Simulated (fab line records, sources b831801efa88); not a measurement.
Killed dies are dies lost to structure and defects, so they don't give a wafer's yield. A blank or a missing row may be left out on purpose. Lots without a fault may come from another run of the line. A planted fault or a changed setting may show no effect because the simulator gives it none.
A struck lot beside a sound one | flow sky130 | 44 steps out of a route of 708
Sound: wafers L151.1, L151.3, L151.6. Struck: wafer L158.6. (L158.5 of the same lot was not struck and is left out.) The cause comes at the end.
At each step with rows: each side's tool, then ch and its chambers, then its first start. Under that, the readings that differ: sound wafers | struck wafers | difference of the means | sigmas: that difference in standard deviations of wafers without a fault.
alike: readings whose means differ by less than 2 such deviations, and words and numbers that are the same on both sides. not compared: withheld readings, readings that some wafer has no value for, bounds like >300 that may hide the same value, and numbers for which the record gives no deviation and whose values overlap.
The two part at a step that has a row with sigmas, a row that says differs or no value, or rows on one side only. Numbers that don't overlap but have no deviation are shown without sigmas and don't part them. A reading that every wafer of one side lacks parts them only if that side has two wafers or more.

SKY_LOCAL_INTERCONNECT_CD_MEAS_11: target cd 170 nm.
  sound on cd_sem-02, day 35 01:34; struck on cd_sem-01, day 37 04:41
  reading    | sound             | struck | difference | sigmas
  cd_nm (nm) | 173.0 172.2 172.0 | 168.5  | -3.9       | -3
SKY_LOCAL_INTERCONNECT_OVL_MEAS_12:
  sound on overlay-02, day 35 01:41; struck on overlay-02, day 37 04:46
  alike: LOCAL_INTERCONNECT_OVL
SKY_LOCAL_INTERCONNECT_ETCH_13: etches BARC in N2/H2, stops on SiO2, time 45.9 s, target depth 60 nm.
  sound on rie_metal-03 ch 0,1, day 35 01:43; struck on rie_metal-03 ch 0, day 37 04:49
  reading               | sound             | struck | difference | sigmas
  oes_product_au (a.u.) | 0.853 0.856 0.854 | 0.840  | -0.014     | -3
  alike: chamber_pressure_mTorr, drypump_motor_current_A, throttle_valve_pct
  not compared: rf_hours_counter_h
then, 6 steps without rows for these wafers: SKY_LOCAL_INTERCONNECT_METAL_ETCH_14 (etches TiN in Cl2/BCl3, stops on PSG, target depth 110 nm, time 31.4 s); SKY_LOCAL_INTERCONNECT_STRIP_15 (strips in O2/N2); SKY_LOCAL_INTERCONNECT_STRIP_16 (strips in post etch residue remover, time 1200 s); SKY_LOCAL_INTERCONNECT_CLEAN_17 (cleans in IPA, time 180 s); SKY_LOCAL_INTERCONNECT_CLEAN_18 (cleans in O3/DIW); SKY_CONTACT_CVD_00 (deposits Si3N4, target thk 75 nm).
SKY_CONTACT_THK_MEAS_01:
  sound on film_metro-01, day 35 02:48; struck on film_metro-02, day 37 05:37
  alike: CONTACT_CVD_00_THK
then, 1 step without rows for these wafers: SKY_CONTACT_HDPCVD_02 (deposits SiO2, target thk 565 nm, time 94.2 s).
SKY_CONTACT_THK_MEAS_03:
  sound on film_metro-03, day 35 02:56; struck on film_metro-01, day 37 05:44
  alike: CONTACT_HDPCVD_THK
SKY_CONTACT_CMP_04: polishes SiO2.
  sound on cmp-02 ch 1,2, day 35 03:02; struck on cmp-01 ch 2, day 37 05:58
  reading                                     | sound             | struck | difference | sigmas
  time_to_endpoint_s (s)                      | 78 81 81          | 72     | -8         | -2
  model.SiO2_of_CONTACT_HDPCVD_02.thk_nm (nm) | 338.9 338.3 339.1 | 372.9  | +34.1      |
  alike: edge_zone_pressure_frac, motor_current_A, platen_rpm
SKY_CONTACT_BOW_MEAS_05:
  sound on film_metro-01, day 35 03:17; struck on film_metro-03, day 37 06:08
  alike: CONTACT_BOW
then, 8 steps without rows for these wafers: SKY_CONTACT_DEHYDRATE_06 (time 60 s); SKY_CONTACT_HMDS_07 (prime time 60 s); SKY_CONTACT_COAT_08 (resist thk 60 nm); SKY_CONTACT_COAT_09 (resist thk 450 nm); SKY_CONTACT_SOFTBAKE_10 (time 90 s); SKY_CONTACT_EXPOSE_11 (exposes mask CTM1, target cd 170 nm); SKY_CONTACT_PEB_12; SKY_CONTACT_DEVELOP_13 (develop time 60 s).
SKY_CONTACT_CD_MEAS_14: target cd 170 nm.
  sound on cd_sem-01, day 36 05:19; struck on cd_sem-02, day 38 07:32
  alike: cd_nm
SKY_CONTACT_OVL_MEAS_15:
  sound on overlay-02, day 36 05:26; struck on overlay-02, day 38 07:37
  alike: CONTACT_OVL
then, 1 step without rows for these wafers: SKY_CONTACT_ETCH_16 (etches BARC in N2/H2, stops on SiO2, time 45.9 s, target depth 60 nm).
SKY_CONTACT_ETCH_17: etches SiO2 in C4F8/O2/Ar, stops on Si3N4, target depth 340 nm.
  sound on rie_diel-02 ch 0,2,3, day 36 05:31; struck on rie_diel-04 ch 0, day 38 07:41
  reading                             | sound             | struck | difference | sigmas
  oes_product_au (a.u.)               | 0.892 0.885 0.890 | 0.944  | +0.055     | +12
  model.etch.depth_nm (nm)            | 338.9 338.3 339.1 | 372.9  | +34.1      |
  model.CONTACT.feature_depth_nm (nm) | 338.9 338.3 339.1 | 372.9  | +34.1      |
  alike: chamber_pressure_mTorr
then, 7 steps without rows for these wafers: SKY_CONTACT_ETCH_18 (etches Si3N4 in CHF3/O2, stops on TiN, time 39 s, target depth 75 nm); SKY_CONTACT_STRIP_19 (strips in O2/N2); SKY_CONTACT_STRIP_20 (strips in post etch residue remover, time 1200 s); SKY_CONTACT_CLEAN_21 (cleans in IPA, time 180 s); SKY_CONTACT_CLEAN_22 (cleans in O3/DIW); SKY_CONTACT_SPUTTER_23 (material TiN, target thk 20 nm, time 80 s); SKY_CONTACT_CVD_24 (deposits W, target thk 340 nm, time 102.12 s).
SKY_CONTACT_RS_MEAS_25: measures by four-point-probe.
  sound on film_metro-02, day 36 06:22; struck on film_metro-02, day 38 08:36
  alike: CONTACT_W_RS
SKY_CONTACT_THK_MEAS_26: measures by xrf.
  sound on film_metro-02, day 36 06:29; struck on film_metro-02, day 38 08:41
  alike: CONTACT_W_THK
SKY_CONTACT_CMP_27: polishes, stops on SiO2, t overpolish 15 s, target thk 0 nm.
  sound on cmp-02 ch 1,2,3, day 36 06:36; struck on cmp-01 ch 2, day 38 08:54
  alike: edge_zone_pressure_frac, motor_current_A, platen_rpm
SKY_METAL1_SPUTTER_00: material Ti, target thk 15 nm, time 10 s.
  sound on pvd_sputter-03, day 36 06:51; struck on pvd_sputter-01, day 38 09:01
  alike: throttle_valve_pct
then, 1 step without rows for these wafers: SKY_METAL1_SPUTTER_01 (material TiN, target thk 20 nm, time 16.7 s).
SKY_METAL1_SPUTTER_02: material AlCu, target thk 250 nm, time 13.3 s.
  sound on pvd_sputter-03, day 36 06:54; struck on pvd_sputter-01, day 38 09:04
  reading                | sound          | struck | difference | sigmas
  throttle_valve_pct (%) | 31.1 30.8 30.9 | 29.8   | -1.1       | -2
then, 1 step without rows for these wafers: SKY_METAL1_SPUTTER_03 (material Ti, target thk 5 nm, time 3.3 s).
SKY_METAL1_SPUTTER_04: material TiN, target thk 70 nm, time 58.3 s.
  sound on pvd_sputter-03, day 36 06:56; struck on pvd_sputter-01, day 38 09:07
  reading                | sound          | struck | difference | sigmas
  throttle_valve_pct (%) | 31.2 31.0 31.1 | 30.0   | -1.1       | -2
SKY_METAL1_RS_MEAS_05: measures by four-point-probe.
  sound on film_metro-01, day 36 06:59; struck on film_metro-01, day 38 09:13
  alike: METAL1_ALCU_RS
SKY_METAL1_METAL_ETCH_19: etches the open film in Cl2/BCl3, stops on SiO2, target depth 360 nm, time 78 s.
  sound on rie_metal-01 ch 0,1, day 37 08:45; struck on rie_metal-02 ch 0, day 39 10:43
  reading                                     | sound               | struck | difference | sigmas
  chamber_pressure_mTorr (mTorr)              | 10.002 9.994 10.011 | 9.982  | -0.020     | -2
  oes_product_au (a.u.)                       | 0.848 0.850 0.849   | 0.838  | -0.011     | -2
  model.SiO2_of_CONTACT_HDPCVD_02.thk_nm (nm) | 324.8 324.3 325.1   | 358.8  | +34.1      |
  alike: drypump_motor_current_A, throttle_valve_pct
  not compared: rf_hours_counter_h
SKY_PAD_OPEN_PROBE_99:
  the record has rows for the sound wafers here (prober-02, day 49 05:34) and none for the struck ones

WHERE THEY PART
First at SKY_LOCAL_INTERCONNECT_CD_MEAS_11; last, within this record, at SKY_PAD_OPEN_PROBE_99.

WHY: what the simulator had put in
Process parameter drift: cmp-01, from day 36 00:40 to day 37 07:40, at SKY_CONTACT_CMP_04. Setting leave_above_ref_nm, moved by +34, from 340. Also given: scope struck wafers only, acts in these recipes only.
